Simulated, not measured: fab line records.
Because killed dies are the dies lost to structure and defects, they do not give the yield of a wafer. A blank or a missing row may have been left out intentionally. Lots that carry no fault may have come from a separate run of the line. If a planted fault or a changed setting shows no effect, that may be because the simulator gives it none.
Matching of chambers + flow gf180mcu + GF_HV_LDD_ETCHBACK_58 on rieDiel-03: 4 sister chambers
The step etches Si3N4 in CH3F/O2, stops on SiO2, time 100 s, target depth 90 nm. 16 wafers are shown with their chamber, then 8 later ones without.

## EACH WAFER AND ITS CHAMBER
| wafer  | chamber | drypumpMotorCurrentA (A) | oesProductAu (a.u.) | throttleValvePct (%) |
|--------|---------|--------------------------|---------------------|----------------------|
| L077.4 | 2       | 5.4                      | 0.854               | 10.563               |
| L077.5 | 0       | 5.8                      | 0.839               | 10.562               |
| L077.6 | 3       | 5.0                      | 0.844               | 10.564               |
| L080.1 | 3       | 5.0                      | 0.840               | 10.560               |
| L080.5 | 3       | 5.0                      | 0.845               | 10.564               |
| L080.6 | 2       | 5.4                      | 0.835               | 10.567               |
| L084.3 | 2       | 5.4                      | 0.837               | 10.573               |
| L084.5 | 3       | 5.0                      | 0.838               | 10.556               |
| L084.6 | 1       | 5.4                      | 0.838               | 10.551               |
| L086.4 | 2       | 5.3                      | 0.842               | 10.560               |
| L086.5 | 1       | 5.4                      | 0.845               | 10.578               |
| L086.6 | 3       | 5.0                      | 0.833               | 10.573               |
| L089.1 | 2       | 5.4                      | 0.849               | 10.550               |
| L089.2 | 3       | 5.0                      | 0.851               | 10.566               |
| L089.5 | 1       | 5.4                      | 0.834               | 10.558               |
| L090.1 | 2       | 5.4                      | 0.848               | 10.569               |

SIGNATURES (averages over the wafers above)
| reading              | chamber 0 | chamber 1 | chamber 2 | chamber 3 | scatter within a chamber |
|----------------------|-----------|-----------|-----------|-----------|--------------------------|
| drypumpMotorCurrentA | 5.800     | 5.400     | 5.383     | 5.000     | 0.0264                   |
| oesProductAu         | 0.83900   | 0.83900   | 0.84417   | 0.84183   | 0.00666                  |
| throttleValvePct     | 10.56200  | 10.56233  | 10.56367  | 10.56383  | 0.00859                  |
Rule: for a wafer and a chamber, the distance is found by dividing, reading by reading, the gap between the wafer's reading and the chamber's mean by the reading's scatter, squaring, summing and taking the root. The wafer belongs to the nearest chamber; if the next one is less than 2 further off, it can't be placed. How the scatter is found: for the shown wafers, subtract from each reading the mean of its chamber, square and add these, divide the total by (wafers less chambers), then take the root.

## WAFERS WHOSE CHAMBER IS MISSING
| wafer  | drypumpMotorCurrentA (A) | oesProductAu (a.u.) | throttleValvePct (%) |
|--------|--------------------------|---------------------|----------------------|
| L090.2 | 5.8                      | 0.853               | 10.567               |
| L090.6 | 5.4                      | 0.856               | 10.576               |
| L091.1 | 5.4                      | 0.843               | 10.560               |
| L091.3 | 5.4                      | 0.838               | 10.555               |
| L091.4 | 4.9                      | 0.846               | 10.571               |
| L095.1 | 5.8                      | 0.829               | 10.567               |
| L095.4 | 5.4                      | 0.844               | 10.558               |
| L095.6 | 5.3                      | 0.847               | 10.554               |

## CHAMBER TAKEN BY EACH
| wafer  | from the rows above     | in truth |
|--------|-------------------------|----------|
| L090.2 | 0                       | 0        |
| L090.6 | can't be placed: 2 or 1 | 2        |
| L091.1 | can't be placed: 1 or 2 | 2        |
| L091.3 | can't be placed: 1 or 2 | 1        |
| L091.4 | 3                       | 3        |
| L095.1 | 0                       | 0        |
| L095.4 | can't be placed: 1 or 2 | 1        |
| L095.6 | can't be placed: 2 or 1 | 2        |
Placed correctly: 3 of 8. Not placeable from these rows: 5 (in 5, the candidates include the true chamber). 0 placed wrongly.
